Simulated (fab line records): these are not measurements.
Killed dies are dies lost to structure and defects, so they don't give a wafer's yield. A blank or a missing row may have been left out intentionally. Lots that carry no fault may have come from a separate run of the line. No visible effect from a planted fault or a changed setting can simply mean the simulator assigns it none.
Which tool did it? ; flow sky130 ; 6 lots with 18 wafers sampled at 3 steps, on a route of 708 steps

WHAT THE GAUGES READ, wafer by wafer
SKY_RES_XHIGH_TW_MEAS_09.
lot;measured;on;RES_XHIGH_TW
L415;day 27 10:13;film_metro-01;1650 1657 1662
L417;day 28 07:01;film_metro-03;1658 1656 1641
L422;day 30 04:18;film_metro-03;1640 1633 1632
L425;day 30 15:52;film_metro-04;1624 1626 1625
L428;day 31 16:23;film_metro-03;1650 1654 1660
L431;day 33 07:53;film_metro-04;1607 1609 1613

EACH LOT AND THE TOOL THAT RAN IT (in order: tool; ch and the chambers of the sampled wafers; start)
lot;SKY_SD_P_STRIP_10;SKY_RES_XHIGH_STRIP_08
L415;plasma_asher-01 ch 0,1, day 26 04:49;plasma_asher-03 ch 0,1, day 27 10:08
L417;plasma_asher-03 ch 0,1, day 27 02:19;plasma_asher-02 ch 0,1, day 28 06:55
L422;plasma_asher-03 ch 0,1, day 28 23:34;plasma_asher-02 ch 0,1, day 30 04:12
L425;plasma_asher-01 ch 0,1, day 29 12:01;plasma_asher-02 ch 0,1, day 30 15:45
L428;plasma_asher-01 ch 0,1, day 30 12:07;plasma_asher-02 ch 0,1, day 31 16:17
L431;plasma_asher-01 ch 0,1, day 32 03:55;plasma_asher-02 ch 0,1, day 33 07:47
- SKY_SD_P_STRIP_10: strips in O2/N2.
- SKY_RES_XHIGH_STRIP_08: strips in O2/N2.

THE ANSWER, worked out from the rows above alone
Rule: what is usual is taken from the lots themselves. Put in order of their means at a reading, lots are off if they are a third of the lots or fewer, leave a main group of 4 or more, and stand apart from it by a gap of 3 or more times the standard deviation of the main group's means; of several such gaps the widest counts. A main group whose means are all the same, to the digits that the tables above print for the reading, isn't used. Also off: a lot with no number at a reading for which 4 or more lots have one. All remaining lots with rows at the step are treated as sound.
No lot is off at any reading shown: from this, nothing can be told.

WHAT HAD BEEN PUT IN BY THE SIMULATOR
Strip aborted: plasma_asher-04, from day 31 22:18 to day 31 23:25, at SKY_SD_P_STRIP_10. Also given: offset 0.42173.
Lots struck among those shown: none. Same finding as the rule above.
